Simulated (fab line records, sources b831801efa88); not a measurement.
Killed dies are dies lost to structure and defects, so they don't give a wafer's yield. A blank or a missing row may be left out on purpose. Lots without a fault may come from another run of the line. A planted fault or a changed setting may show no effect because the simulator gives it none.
Which tool did it? | flow sky130 | 13 lots, 39 wafers sampled, at 2 steps of a route of 708

WHAT THE GAUGES READ, wafer by wafer
SKY_POLY_GATE_THK_MEAS_01. Usual: POLY_GATE_CVD_00_THK 180.3 nm, standard deviation 1.6.
lot  | measured     | on            | POLY_GATE_CVD_00_THK (nm) | flag
L670 | day 13 20:55 | film_metro-01 | 179.6 180.5 180.1         |
L671 | day 14 10:08 | film_metro-03 | 181.9 183.9 182.4         |
L679 | day 17 09:02 | film_metro-03 | 182.7 182.9 181.0         |
L682 | day 17 20:15 | film_metro-01 | 180.5 179.7 178.8         |
L681 | day 17 21:27 | film_metro-03 | 181.1 178.8 180.7         |
L683 | day 18 04:43 | film_metro-03 | 180.4 181.0 180.8         |
L684 | day 18 15:32 | film_metro-01 | 181.9 183.3 181.9         |
L686 | day 19 07:07 | film_metro-03 | 179.8 178.8 179.8         |
L688 | day 20 05:01 | film_metro-01 | 179.2 178.3 178.5         |
L689 | day 20 12:08 | film_metro-01 | 181.4 182.5 181.5         |
L691 | day 21 06:17 | film_metro-04 | 180.8 180.7 180.5         |
L692 | day 21 11:27 | film_metro-01 | 182.6 180.2 182.2         |
L693 | day 21 17:13 | film_metro-03 | 178.7 177.9 179.0         |

SKY_POLY_GATE_THK_MEAS_04. Usual: POLY_GATE_CVD_03_THK 75.5 nm, standard deviation 0.78.
lot  | measured     | on            | POLY_GATE_CVD_03_THK (nm) | flag
L670 | day 15 00:57 | film_metro-03 | 75.5 75.8 75.3            |
L671 | day 15 14:52 | film_metro-04 | 73.9 74.0 74.4            |
L679 | day 18 15:08 | film_metro-03 | 75.7 75.9 76.0            |
L682 | day 19 03:54 | film_metro-04 | 75.6 75.6 75.2            |
L681 | day 19 05:23 | film_metro-01 | 76.9 75.8 76.4            |
L683 | day 19 12:29 | film_metro-04 | 76.1 76.7 75.8            |
L684 | day 19 23:31 | film_metro-04 | 76.3 75.6 75.8            |
L686 | day 20 14:47 | film_metro-01 | 76.1 75.3 75.2            |
L688 | day 21 13:27 | film_metro-03 | 76.1 76.0 76.2            |
L689 | day 22 08:24 | film_metro-03 | 75.7 75.5 75.2            |
L691 | day 22 16:24 | film_metro-04 | 73.6 73.6 73.7            |
L692 | day 22 16:25 | film_metro-01 | 75.0 75.2 74.9            |
L693 | day 22 18:56 | film_metro-01 | 76.2 75.9 76.2            |

WHICH TOOL RAN EACH LOT (tool, then ch and the chambers of the sampled wafers, then the start)
The record holds no process step before these readings.

WHAT THE TOOLS THEMSELVES READ (means of the sampled wafers that have a number; where no wafer has one, the mark that the record gives instead)
The record holds no such reading with a usual standard deviation.

THE ANSWER, worked out from the rows above alone
Rule: a lot is off if the mean of its wafers that have a number lies more than 3 standard deviations from the usual mean. A lot without any number at a reading at which 4 lots or more have one is off too. The other lots that the step has rows for count as sound. The gauges are gone through in route order, then the tools' own readings, and for those a lot's mean is taken as printed above. The first step at which some lot is off is used, and at that step the reading that is off furthest; a lot without a number counts as furthest.
No lot is off at any reading shown: from this, nothing can be told.

WHAT THE SIMULATOR HAD PUT IN
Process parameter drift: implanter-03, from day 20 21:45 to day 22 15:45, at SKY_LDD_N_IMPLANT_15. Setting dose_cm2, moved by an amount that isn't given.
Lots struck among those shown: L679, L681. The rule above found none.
